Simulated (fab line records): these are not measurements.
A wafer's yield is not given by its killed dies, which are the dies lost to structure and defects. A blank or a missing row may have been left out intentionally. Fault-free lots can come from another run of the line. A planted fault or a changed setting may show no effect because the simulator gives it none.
One fault through the eyes of 2 desks + flow gf180mcu + each desk has only its own numbers; what lay behind them comes last

DESK OF THE TOOL OWNER: implanter-02
The tool's own readings at GF_HV_LDD_IMPLANT_36, given as means over the sampled wafers that have a number, one for each lot that went through this tool. The brackets show how far a lot's mean lies from the usual mean; more than 4 standard deviations puts the lot out of limits, marked OUT.
Columns: A = dose-ions-cm2 at GF_HV_LDD_IMPLANT_36, usual 7.5e+12; B = faraday-current-uA at GF_HV_LDD_IMPLANT_36, usual 42.3
| lot  | first seen here | A                         | B              |
|------|-----------------|---------------------------|----------------|
| L598 | day 11 23:27    | 7.5e+12                   | 43.1           |
| L602 | day 13 15:18    | 7.5e+12                   | 43.0           |
| L610 | day 16 00:07    | 7.5e+12                   | 42.2           |
| L615 | day 17 06:32    | 3.6e+12 (-99 or more) OUT | 19.9 (-26) OUT |
| L616 | day 17 14:05    | 3.6e+12 (-99 or more) OUT | 20.3 (-25) OUT |
This desk's verdict: out of limits on L615, L616, starting with L615 at day 17 06:32 (dose-ions-cm2 at GF_HV_LDD_IMPLANT_36). In limits: L598, L602, L610.

AT THE METROLOGY DESK
What the gauges read for every lot (on any tool): the sampled wafers with a number, averaged. The brackets show how far a lot's mean lies from the usual mean; more than 4 standard deviations puts the lot out of limits, marked OUT.
Columns: A = DNWELL_TW at GF_DNWELL_TW_MEAS_09, usual 1343; B = HV_LDD_3_TW at GF_HV_LDD_TW_MEAS_38, usual 1420; C = HV_LDD_RS at GF_HV_LDD_RS_MEAS_53, usual 418.4 ohm/sq; D = cd-nm at GF_V1_CD_MEAS_14, usual 259.9 nm
| lot  | first seen here | A    | B               | C                | D     |
|------|-----------------|------|-----------------|------------------|-------|
| L597 | day 2 19:00     | 1339 | 1424            | 418.9            | 259.7 |
| L598 | day 3 00:45     | 1333 | 1414            | 419.0            | 260.0 |
| L600 | day 3 12:17     | 1331 | 1445            | 417.7            | 259.8 |
| L601 | day 3 17:50     | 1341 | 1418            | 419.4            | 260.3 |
| L602 | day 3 22:44     | 1326 | 1407            | 419.9            | 260.8 |
| L603 | day 4 01:48     | 1359 | 1427            | 419.7            | 261.6 |
| L604 | day 4 07:53     | 1348 | 1415            | 417.4            | 260.8 |
| L606 | day 4 16:59     | 1334 | 1421            | 417.9            | 262.1 |
| L610 | day 5 16:06     | 1352 | 1417            | 416.9            | 259.9 |
| L615 | day 6 17:50     | 1335 | 1362 (-6.2) OUT | 429.2 (+9.0) OUT | 259.1 |
| L616 | day 7 00:10     | 1346 | 1348 (-7.7) OUT | 428.3 (+8.3) OUT | 259.2 |
| L618 | day 7 11:26     | 1334 | 1417            | 419.2            | 258.0 |
| L620 | day 7 21:16     | 1357 | 1417            | 419.1            | 259.5 |
This desk finds L615, L616 out of limits, with the earliest case on L615 at day 17 06:44 (HV_LDD_3_TW at GF_HV_LDD_TW_MEAS_38). In limits: L597, L598, L600, L601, L602, L603, L604, L606, L610, L618, L620.

PUT TOGETHER
An alarm could have come from the tool owner's desk at day 17 06:32, on L615, L616.
An alarm was possible from the metrology desk at day 17 06:44, on L615, L616.
On implanter-02, each named lot ran GF_HV_LDD_IMPLANT_36.

WHAT HAD BEEN PUT IN BY THE SIMULATOR
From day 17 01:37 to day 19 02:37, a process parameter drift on implanter-02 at GF_HV_LDD_IMPLANT_36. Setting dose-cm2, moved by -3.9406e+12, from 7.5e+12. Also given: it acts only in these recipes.
Shown lots that were struck: L615, L616.
Counting hours from when the fault started, the first reading out of limits came at 5 for the tool owner's desk and at 5 for the metrology desk.
